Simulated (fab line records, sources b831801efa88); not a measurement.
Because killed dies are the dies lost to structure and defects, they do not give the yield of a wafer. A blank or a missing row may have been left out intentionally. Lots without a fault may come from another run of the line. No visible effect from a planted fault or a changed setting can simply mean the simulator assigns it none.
Comparing a struck lot with a sound one | flow sky130 | 15 out of 708 route steps
Sound: these wafers, L855.2, L855.3, L855.5. Wafers struck: L868.1, L868.4, L868.5. The cause is given at the end.
For every step that has rows: the tool of each side, followed by ch and its chambers, followed by its first start. Under that, the readings that differ: sound wafers | struck wafers | difference of the means | sigmas: that difference in standard deviations of wafers without a fault.
alike: readings with means less than 2 such deviations apart, plus words and numbers identical on both sides. not compared: withheld readings, readings lacking a value on some wafer, bounds such as >300 that could conceal the same value, and numbers that have no deviation in the record and whose values overlap.
Wherever a step has rows on one side only, a row that says differs or no value, or a row with sigmas, the two part there. Numbers that have no deviation but don't overlap get no sigmas and don't part them. Lack of a reading on every wafer of one side parts them only where that side has two or more wafers.

SKY_RES_PROTECT_STRIP_07: strips in O2/N2.
  sound on plasma asher-02 ch 0,1, day 16 07:00; struck on plasma asher-01 ch 0, day 21 02:16
  reading                      | sound             | struck            | difference | sigmas
  strip time to endpoint s (s) | 23.26 23.24 23.20 | 23.33 23.33 23.30 | +0.09      | +2
  alike: drypump motor current A, oes product au
  not compared: rf hours counter h
SKY_RES_PROTECT_TW_MEAS_08:
  sound: film metro-02 at day 16 07:07; struck: film metro-02 at day 21 02:22
  alike: POLY_GATE_TW
then, 2 steps without rows for these wafers: SKY_RES_PROTECT_CLEAN_09 (cleans in SC1/SC2, time 150 s); SKY_POLY_GATE_CVD_03 (deposits Si3N4 from DCS/NH3, target thk 75 nm, time 1290 s).
SKY_POLY_GATE_THK_MEAS_04:
  sound: film metro-01 at day 16 10:06; struck: film metro-01 at day 21 03:50
  alike: POLY_GATE_CVD_03_THK
then, 7 steps without rows for these wafers: SKY_POLY_GATE_DEHYDRATE_05 (time 60 s); SKY_POLY_GATE_HMDS_06 (prime time 60 s); SKY_POLY_GATE_COAT_07 (resist thk 110 nm); SKY_POLY_GATE_COAT_08 (resist thk 450 nm); SKY_POLY_GATE_SOFTBAKE_09 (time 90 s); SKY_POLY_GATE_EXPOSE_10 (exposes mask P1M, target cd 150 nm); SKY_POLY_GATE_PEB_11.
SKY_POLY_GATE_DEVELOP_12: develop time 60 s.
  sound on litho track-02 ch 0, day 17 15:00; struck on litho track-01 ch 0, day 22 09:00
  reading              | sound             | struck            | difference | sigmas
  developer temp C (C) | 20.84 20.99 20.90 | 21.74 21.75 21.70 | +0.82      | +8
  alike: chill plate temp C
SKY_POLY_GATE_CD_MEAS_13: the cd target is 150 nm.
  sound: cd sem-01 at day 17 15:14; struck: cd sem-02 at day 22 09:51
  alike: cd nm
SKY_PAD_OPEN_PROBE_99:
  sound wafers here have rows in the record (prober-01, day 47 02:20); struck ones have none

== WHERE THEY PART ==
First at SKY_RES_PROTECT_STRIP_07; last, within this record, at SKY_PAD_OPEN_PROBE_99.

WHY: what the simulator had put in
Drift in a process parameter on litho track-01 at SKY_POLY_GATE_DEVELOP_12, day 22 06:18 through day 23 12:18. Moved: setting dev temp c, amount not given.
